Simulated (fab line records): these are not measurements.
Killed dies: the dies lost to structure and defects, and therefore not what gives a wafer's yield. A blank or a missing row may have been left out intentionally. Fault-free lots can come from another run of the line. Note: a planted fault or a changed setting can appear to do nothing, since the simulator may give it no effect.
Matching of chambers + flow sky130 + pecvd-03 running SKY_PASSIVATION_CVD_00: 3 sister chambers
The step deposits SiO2, target thk 90 nm. 6 wafers are shown with their chamber, then 7 later ones without.

## EACH WAFER AND ITS CHAMBER
| wafer  | chamber | heater power w (W) |
|--------|---------|--------------------|
| L159.3 | 2       | 671                |
| L158.2 | 0       | 758                |
| L158.3 | 1       | 734                |
| L158.4 | 2       | 615                |
| L160.2 | 0       | 640                |
| L160.3 | 1       | 860                |

## WAFERS WITHOUT THEIR CHAMBER
| wafer  | heater power w (W) |
|--------|--------------------|
| L160.5 | 628                |
| L161.2 | 694                |
| L161.3 | 837                |
| L161.4 | 704                |
| L165.1 | 798                |
| L165.4 | 680                |
| L165.6 | 631                |

## CHAMBER TAKEN BY EACH
| wafer  | from the rows above          | in truth |
|--------|------------------------------|----------|
| L160.5 | can't be placed: 2 or 0      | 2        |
| L161.2 | can't be placed: 0 or 2 or 1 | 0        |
| L161.3 | can't be placed: 1 or 0      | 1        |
| L161.4 | can't be placed: 0 or 2 or 1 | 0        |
| L165.1 | can't be placed: 1 or 0      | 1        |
| L165.4 | can't be placed: 0 or 2 or 1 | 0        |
| L165.6 | can't be placed: 2 or 0      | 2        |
Correctly placed: 0 of 7. Not placeable from these rows: 7 (in 7, the candidates include the true chamber). Wrongly placed: 0.
How it was worked out, from the rows above alone: a wafer's distance from a chamber is the root of the sum, over the readings, of the square of ((its reading less the chamber's mean) divided by the reading's scatter). If the next closest chamber is less than 2 further off than the closest, the wafer can't be placed; otherwise it belongs to the closest. A chamber's mean is the mean of its shown wafers. How the scatter is found: for the shown wafers, subtract from each reading the mean of its chamber, square and add these, divide the total by (wafers less chambers), then take the root.
